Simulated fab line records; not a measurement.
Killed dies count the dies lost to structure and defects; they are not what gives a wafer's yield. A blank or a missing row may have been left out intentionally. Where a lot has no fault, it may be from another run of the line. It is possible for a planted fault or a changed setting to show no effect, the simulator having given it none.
Which tool was responsible? | flow sfq_line | Sampling: 14 lots, 42 wafers, 2 of 325 route steps

## WHAT EACH GAUGE READ, for each wafer
SFQ_M3_RS_MEAS_919: uses a four-point probe to measure.
lot  | measured     | on            | M3_NB_RS (ohm/sq)
L904 | day 40 13:50 | film_metro-01 | 0.876 0.878 0.893
L905 | day 40 23:22 | film_metro-01 | 0.893 0.890 0.887
L907 | day 41 11:22 | film_metro-01 | 0.890 0.884 0.890
L908 | day 42 06:37 | film_metro-03 | 0.895 0.878 0.891
L909 | day 42 12:34 | film_metro-03 | 0.896 0.899 0.881
L910 | day 43 21:47 | film_metro-03 | 0.902 0.894 0.888
L914 | day 44 13:25 | film_metro-01 | 0.895 1.562 1.541
L915 | day 44 20:37 | film_metro-02 | 0.881 1.523 0.878
L921 | day 48 05:08 | film_metro-03 | 0.898 0.895 0.893
L922 | day 49 02:45 | film_metro-01 | 0.894 0.889 0.900
L924 | day 50 19:59 | film_metro-01 | 0.890 0.880 0.889
L925 | day 51 05:35 | film_metro-01 | 0.884 0.888 0.874
L926 | day 51 08:01 | film_metro-01 | 0.884 0.900 0.887
L927 | day 51 16:25 | film_metro-01 | 0.882 0.879 0.888

## WHAT TOOL EACH LOT RAN ON (gives the tool, then ch and the chambers of the sampled wafers, and finally the start)
lot  | SFQ_TRILAYER_M3_DEP_SPUTTER_073
L904 | pvd_sputter-04, day 40 13:41
L905 | pvd_sputter-06, day 40 23:17
L907 | pvd_sputter-04, day 41 11:17
L908 | pvd_sputter-06, day 42 06:29
L909 | pvd_sputter-04, day 42 12:29
L910 | pvd_sputter-04, day 43 21:41
L914 | pvd_sputter-04, day 44 13:17
L915 | pvd_sputter-04, day 44 20:29
L921 | pvd_sputter-06, day 48 05:01
L922 | pvd_sputter-06, day 49 02:36
L924 | pvd_sputter-06, day 50 19:53
L925 | pvd_sputter-03, day 51 05:29
L926 | pvd_sputter-06, day 51 07:53
L927 | pvd_sputter-06, day 51 16:17
- SFQ_TRILAYER_M3_DEP_SPUTTER_073: material Nb, target thk 200 nm, time 133.3 s.

## AS READ BY THE TOOLS THEMSELVES (means over the sampled wafers that have a number; for cases with no such wafer, the mark the record gives instead)
SFQ_TRILAYER_M3_DEP_SPUTTER_073.
lot  | tool           | cathode_dc_power_W (W) | chamber_pressure_pa (Pa) | throttle_valve_pct (%)
L904 | pvd_sputter-04 | 1999.7                 | 0.13303                  | 31.5
L905 | pvd_sputter-06 | 2000.0                 | 0.13301                  | 29.3
L907 | pvd_sputter-04 | 1999.7                 | 0.13337                  | 31.3
L908 | pvd_sputter-06 | 2000.1                 | 0.13330                  | 30.2
L909 | pvd_sputter-04 | 2000.1                 | 0.13334                  | 30.8
L910 | pvd_sputter-04 | 1999.9                 | 0.13310                  | 30.3
L914 | pvd_sputter-04 | 1999.9                 | 0.13376                  | 30.4
L915 | pvd_sputter-04 | 2000.2                 | 0.13319                  | 31.6
L921 | pvd_sputter-06 | 2000.0                 | 0.13311                  | 29.7
L922 | pvd_sputter-06 | 2000.0                 | 0.13303                  | 30.3
L924 | pvd_sputter-06 | 2000.0                 | 0.13331                  | 29.9
L925 | pvd_sputter-03 | 2000.1                 | 0.13356                  | 29.7
L926 | pvd_sputter-06 | 2000.0                 | 0.13334                  | 30.1
L927 | pvd_sputter-06 | 1999.8                 | 0.13347                  | 29.8

## THE ANSWER, worked out from the rows above alone
Rule: usual is defined by the lots themselves. Put in order of their means at a reading, lots are off if they are a third of the lots or fewer, leave a main group of 4 or more, and stand apart from it by a gap of 3 or more times the standard deviation of the main group's means; of several such gaps the widest counts. The tables above print the reading to a certain number of digits; a main group whose means all agree to those digits is not used. A lot without any number at a reading at which 4 lots or more have one is off too. Where the step has rows for the other lots, those lots are counted as sound. First the gauges in route order, then the tools' own readings, where a lot's mean is used as printed above. At the first step where some lot is off, the reading lying furthest off is the one used; lots without a number count as furthest.
Off: L914, L915, at SFQ_M3_RS_MEAS_919 (M3_NB_RS). The main group has a mean of 0.889 ohm/sq with a standard deviation of 0.0046.
A tool fits if, at a process step before that reading, it ran every lot that is off, and no sound lot after the first of them. The gauges at SFQ_M3_RS_MEAS_919 are tried like those tools. One fits: pvd_sputter-04 at SFQ_TRILAYER_M3_DEP_SPUTTER_073. Its last sound lot is L910 (day 43 21:41), its first lot that is off L914 (day 44 13:17): a fault that began between those two fits.

## WHAT HAD BEEN PUT IN BY THE SIMULATOR
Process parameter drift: pvd_sputter-04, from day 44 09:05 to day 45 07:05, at SFQ_TRILAYER_M3_DEP_SPUTTER_073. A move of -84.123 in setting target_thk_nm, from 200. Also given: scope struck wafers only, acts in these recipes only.
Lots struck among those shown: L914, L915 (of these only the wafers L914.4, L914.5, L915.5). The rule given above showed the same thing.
